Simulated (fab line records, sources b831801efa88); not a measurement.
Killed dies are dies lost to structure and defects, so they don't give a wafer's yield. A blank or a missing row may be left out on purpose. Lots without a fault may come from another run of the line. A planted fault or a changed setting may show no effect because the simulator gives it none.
Problem report in the 8D (eight disciplines) form, filled by code | flow sky130 | the parts of the form that need people (team, actions taken, sign-off) are left out

1. THE PROBLEM
cd_nm at SKY_METAL1_CD_MEAS_15 reads a mean of 101.3 nm on 2 wafers of 1 lot; wafers without a fault read 139.7 nm with a standard deviation of 1.6. That is -24 standard deviations from the usual mean.
The step: target cd 140 nm.
First seen on wafer L413.2, day 34 02:38, on cd_sem-01. The record holds 36 wafers of 12 lots with a number at this step. Rule for "out", or "out of limits": more than 4 standard deviations from the usual mean. The other wafers with a number count as sound.

2. WHAT IT IS AND WHAT IT IS NOT
question                    | is                | is not
which readings at this step | cd_nm             | -
which lots                  | L413              | L412, L423, L424, L425, L426, L427, L428, L429, L430, L431, L432
which wafers of those lots  | L413.2, L413.5    | L413.1
read on which gauges        | cd_sem-01         | cd_sem-02
when                        | from day 34 02:38 | up to then (4 sound wafers); but 30 sound wafers of L423, L424, L425, L426, L427, L428, L429, L430, L431, L432 came after

3. SUSPECTS, AND WHAT RULES EACH OUT
Counting: a tool at a process step up to the reading stays a suspect if it ran every lot that is out. Sound lots after the first of them don't rule it out here, since some wafers of a struck lot are sound.
- the gauge at SKY_METAL1_CD_MEAS_15: ruled out. All the wafers that are out were read on cd_sem-01, but those of them that SKY_PAD_OPEN_PROBE_99 has rows for are out there too, on other tools.
- rie_diel-02 at SKY_LI_CONTACT_ETCH_14 (etches BARC in N2/H2, stops on SiO2, time 45.9 s, target depth 60 nm): kept. It ran the lot that is out, L413 (day 30 12:25); its last sound lot up to then is L412 (day 30 09:38).
- krf_scanner-02 at SKY_METAL1_EXPOSE_12 (exposes mask MM1, target cd 140 nm): kept. It ran the lot that is out, L413 (day 33 13:11); its last sound lot up to then is L412 (day 33 09:53).
- Within rie_diel-02 at SKY_LI_CONTACT_ETCH_14: the wafers that are out ran in chamber 0; their sound lot-mates ran in chamber 2.
Left after counting: rie_diel-02 at SKY_LI_CONTACT_ETCH_14, krf_scanner-02 at SKY_METAL1_EXPOSE_12.

4. THE CAUSE (what the simulator had put in)
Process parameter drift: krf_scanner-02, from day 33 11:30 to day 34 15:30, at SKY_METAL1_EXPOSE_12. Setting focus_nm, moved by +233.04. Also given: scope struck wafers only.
Counting left 2 suspects, and this tool is among them.

5. THE CHAIN OF EFFECTS, in route order
Each row: a reading whose mean over the struck wafers that have a number lies more than 3 standard deviations from the usual. Only readings for which the record gives a usual standard deviation are gone through. hours: the time from each lot's start at the first step in this table that gives one to its start at this step, as a median over the lots. sigmas: the change in usual standard deviations.
hours | step                  | reading              | usual    | on struck wafers | change | sigmas
0     | SKY_METAL1_CD_MEAS_15 | cd_nm                | 139.7 nm | 101.3            | -38.3  | -24
305   | SKY_PAD_OPEN_PROBE_99 | defect_limited_yield | 82.4 %   | 0.1              | -82.3  | -46
305   | SKY_PAD_OPEN_PROBE_99 | killed_at_M0_to_M3   | 45       | 452              | +408   | +60
305   | SKY_PAD_OPEN_PROBE_99 | killed_dies          | 87       | 492              | +404   | +46
305   | SKY_PAD_OPEN_PROBE_99 | killed_on_rim        | 17       | 96               | +79    | +22
305   | SKY_PAD_OPEN_PROBE_99 | sort_bin_5_function  | 10.4 %   | 92.8             | +82.4  | +55
305   | SKY_PAD_OPEN_PROBE_99 | sort_n_pass          | 405      | 0                | -404   | -46
305   | SKY_PAD_OPEN_PROBE_99 | sort_yield_pct       | 82.4 %   | 0.1              | -82.3  | -46
The process steps in it:
- SKY_PAD_OPEN_PROBE_99

6. WHAT WOULD HAVE CAUGHT IT SOONER
In this record the first reading out of limits at a measuring or inspecting step was taken at day 34 02:38, 15 hours after the fault began at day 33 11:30.
All the lots that are out (1) had begun SKY_METAL1_EXPOSE_12 on krf_scanner-02 by day 34 02:38. A hold on the tool at that time would have spared none of them.
